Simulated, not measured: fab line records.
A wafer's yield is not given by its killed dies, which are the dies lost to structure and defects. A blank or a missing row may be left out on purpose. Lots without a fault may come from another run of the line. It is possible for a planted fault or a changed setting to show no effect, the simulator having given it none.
fab line records ; flow sky130
[record] lots = 6; wafers = 17; lastDay = 49
route steps=708 shown DNWELL@39 PWDE@45
lots that met no fault: taken from a fault-free run of the same line
startH: start of the lot's first displayed wafer, in hours after the record's first day ; waitH: time in hours since the lot's previous step ; " the same as in the row above ; L1.1+2: several wafers, shown together as one row ; - no value, or no start given ; * or withheld: withheld ; < > ~ a bound
route shown NAME@n: NAME is a module with steps in the file, n the number in the route of the first one ; usual: mean/standard deviation of fault-free wafers ; same: alike in all rows ; chamber/n: place in a boat ; sites: each site's reading ; _std_site: the standard deviation of these ; _edge_site: the outer-site mean with the inner-site mean subtracted ; radiusMm: for every site, how far away it sits from the centre of the wafer ; mask NAME#n: copy n ; behind: the tool/chamber that last shaped the wafer ; hold: why the lot was held/for how many hours/how that ended ; device: whichever transistor did not switch (one of n, p or np) ; end of line: tests run on the same wafers once the route is complete ; a step with no rows: only its recipe ; killed: at the first sort, the dies lost to defects and structure; wafer yield is something else ; map: dies across one wafer; x = killed, . = not, _ = none there
set.NAME: setting as actually run; set.NAME@STEP: the setting as run at that earlier step ; model.NAME: the simulator's own value behind a step, which no gauge read
lots seen at some steps along the route; tables by step, rows by wafer
services: from which hour (startH, from the record's first day; less than 0 if before it) a tool's chamber was out of use, for how many hours, and why
[[steps]]
[step SKY_DNWELL_EXPOSE_04]
[recipe] maskId = DNM; na = 0.57; targetCdNm = 3000; doseMj = 222
[step SKY_DNWELL_PEB_05]
[recipe] tempC = 115; timeS = withheld
[step SKY_DNWELL_DEVELOP_06]
[recipe] wallAngleDeg = 90; developer = TMAH; developTimeS = 60; devTempC = 23
[step SKY_DNWELL_IMPLANT_07]
[recipe] species = P; energyKev = withheld; doseCm2 = withheld; tiltDeg = withheld
[step SKY_DNWELL_STRIP_08]
[recipe] chemistry = O2/N2; powerW = 1400; pressureMtorr = 1500; platenTempC = withheld; o2FlowSccm = 3000; n2FlowSccm = 300; overashFraction = 0.5
[usual] chamberPressureMTorr = 1500.2/1.5; drypumpMotorCurrentA = 5.5/0.44; oesProductAu = 0.723/0.0047; stripTimeToEndpointS = 36.88/0.1
lot.wafer;tool;chamber;startH;waitH;chamberPressureMTorr;drypumpMotorCurrentA;oesProductAu;rfHoursCounterH;stripTimeToEndpointS
L845.2;plasmaAsher-02;0;61.34;0.1;1499.0;6.2;0.728;37;37.06
L845.4;plasmaAsher-02;0;61.34;0.1;1500.0;6.3;0.724;-;36.99
L845.6;plasmaAsher-02;0;61.34;0.1;1499.2;6.2;0.719;-;36.85
L846.3;plasmaAsher-04;1;69.42;0.1;1501.3;5.1;0.720;-;36.96
L846.4;plasmaAsher-04;0;69.42;0.1;1506.3;5.2;0.721;-;36.95
L846.6;plasmaAsher-04;0;69.42;0.1;1500.4;5.2;0.732;-;37.00
L848.2;plasmaAsher-02;0;78.95;0.1;1499.0;6.3;0.729;39;36.73
L848.5;plasmaAsher-02;0;78.95;0.1;1500.4;6.3;0.730;-;36.71
L848.6;plasmaAsher-02;1;78.95;0.1;1497.8;5.1;0.721;-;36.73
L853.2;plasmaAsher-02;1;104.94;0.1;1501.9;5.1;0.724;41;36.86
L853.6;plasmaAsher-02;1;104.94;0.1;1500.7;5.1;0.718;-;36.74
L861.1;plasmaAsher-04;1;150.94;0.2;1501.3;5.1;0.717;48;36.74
L861.3;plasmaAsher-04;0;150.94;0.2;1500.5;5.3;0.721;-;36.83
L861.6;plasmaAsher-04;1;150.94;0.2;1499.6;5.1;0.713;-;36.76
L862.2;plasmaAsher-02;1;157.54;0.1;1501.9;5.1;0.729;46;36.85
L862.5;plasmaAsher-02;0;157.54;0.1;1500.6;6.2;0.722;-;36.81
L862.6;plasmaAsher-02;1;157.54;0.1;1497.7;5.1;0.723;-;36.87
[step SKY_DNWELL_TW_MEAS_09]
[usual] DNWELL_TW = 1114/11
lot.wafer;tool;chamber;startH;waitH;DNWELL_TW
L845.2;filmMetro-03;-;61.45;0.1;1116
L845.4;filmMetro-03;-;61.45;0.1;1118
L845.6;filmMetro-03;-;61.45;0.1;1122
L846.3;filmMetro-02;-;69.51;0.1;1101
L846.4;filmMetro-02;-;69.51;0.1;1098
L846.6;filmMetro-02;-;69.51;0.1;1092
L848.2;filmMetro-03;-;79.06;0.1;1125
L848.5;filmMetro-03;-;79.06;0.1;1125
L848.6;filmMetro-03;-;79.06;0.1;1123
L853.2;filmMetro-03;-;105.05;0.1;1126
L853.6;filmMetro-03;-;105.05;0.1;1126
L861.1;filmMetro-03;-;151.04;0.1;1117
L861.3;filmMetro-03;-;151.04;0.1;1108
L861.6;filmMetro-03;-;151.04;0.1;1114
L862.2;filmMetro-02;-;157.65;0.1;1102
L862.5;filmMetro-02;-;157.65;0.1;1094
L862.6;filmMetro-02;-;157.65;0.1;1095
[step SKY_PWDE_DEHYDRATE_00]
[recipe] tempC = 200; timeS = 60
[step SKY_PWDE_HMDS_01]
[recipe] primeTimeS = 60; primeTempC = 120
[step SKY_PWDE_COAT_02]
[recipe] spinRpm = 2000; resistThkNm = 3000
[step SKY_PWDE_SOFTBAKE_03]
[recipe] tempC = 110; timeS = withheld
[step SKY_PWDE_EXPOSE_04]
[recipe] maskId = PWDEM; na = 0.6; sourceShape = conventional; sigmaOuter = 0.6; polarization = unpolarized; targetCdNm = 840; doseMj = 214
[step SKY_PWDE_PEB_05]
[recipe] tempC = 115; timeS = withheld
[step SKY_PWDE_DEVELOP_06]
[recipe] wallAngleDeg = 90; developer = TMAH; developTimeS = 60; devTempC = 23
[usual] developerTempC = 23.00/0.12
lot.wafer;tool;chamber;startH;waitH;developerTempC
L845.2;lithoTrack-02;0;77;-;22.82
L845.4;lithoTrack-02;0;78;-;22.86
L845.6;lithoTrack-02;0;78;-;22.91
L846.3;lithoTrack-01;0;85;-;23.03
L846.4;lithoTrack-01;0;86;-;22.95
L846.6;lithoTrack-01;0;86;-;23.09
L848.2;lithoTrack-01;0;95;-;23.09
L848.5;lithoTrack-01;0;95;-;22.93
L848.6;lithoTrack-01;0;95;-;23.13
L853.2;lithoTrack-01;0;122;-;22.96
L853.6;lithoTrack-01;0;123;-;22.85
L861.1;lithoTrack-02;0;169;-;23.13
L861.3;lithoTrack-02;0;169;-;23.07
L861.6;lithoTrack-02;0;169;-;23.07
L862.2;lithoTrack-02;0;175;-;22.99
L862.5;lithoTrack-02;0;175;-;23.07
L862.6;lithoTrack-02;0;175;-;23.02
[step SKY_PWDE_OVL_MEAS_07]
[usual] PWDE_OVL = 0.7/1.3
lot.wafer;tool;chamber;startH;waitH;PWDE_OVL[nm]
L845.2;overlay-01;-;78.11;-;0.7
L845.4;overlay-01;-;78.11;-;1.4
L845.6;overlay-01;-;78.11;-;1.6
L846.3;overlay-01;-;86.10;-;1.1
L846.4;overlay-01;-;86.10;-;0.2
L846.6;overlay-01;-;86.10;-;-0.1
L848.2;overlay-01;-;95.94;-;2.4
L848.5;overlay-01;-;95.94;-;2.7
L848.6;overlay-01;-;95.94;-;-
L853.2;overlay-02;-;123.09;-;0.4
L853.6;overlay-02;-;123.09;-;-
L861.1;overlay-01;-;170.00;-;0.4
L861.3;overlay-01;-;170.00;-;0.0
L861.6;overlay-01;-;170.00;-;-1.5
L862.2;overlay-01;-;175.71;-;3.4
L862.5;overlay-01;-;175.71;-;2.7
L862.6;overlay-01;-;175.71;-;3.2
[step SKY_PWDE_IMPLANT_08]
[recipe] species = B; energyKev = 150; doseCm2 = 3.6e+12; tiltDeg = withheld
[[services]]
tool;chamber;startH;hours;kind
plasmaAsher-04;-;104.83;1.2;repair
plasmaAsher-02;-;161.01;2.5;repair
[[key]]
[firstSign] step = SKY_PWDE_OVL_MEAS_07; reading = PWDE_OVL; direction = missing
effect none on later readings
metAt SKY_PWDE_DEVELOP_06
struckWafers L848.6,L853.6
sortLeftOut L848.6,L853.6
testerLeftOut L848,L853
onsetBetween 85 95
[fault] kind = processParameterDrift; tool = lithoTrack-01; chamber = -; onsetH = 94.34; steps = SKY_PWDE_DEVELOP_06; channel = developTimeS; offset = *; shape = step; endH = 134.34; scope = struckWafersOnly; actsIn = *; stated = *
// testerLeftOut: of these lots the tester's yield and bins aren't shown, on N5 and GAA mostly nor the transistor test; their killed dies are dies lost to structure and defects alone, not to doping, threshold or leakage, so they don't give the yield
// sortLeftOut: the simulated sort isn't trusted on such a fault, so these wafers' sort isn't shown, and their yield isn't known
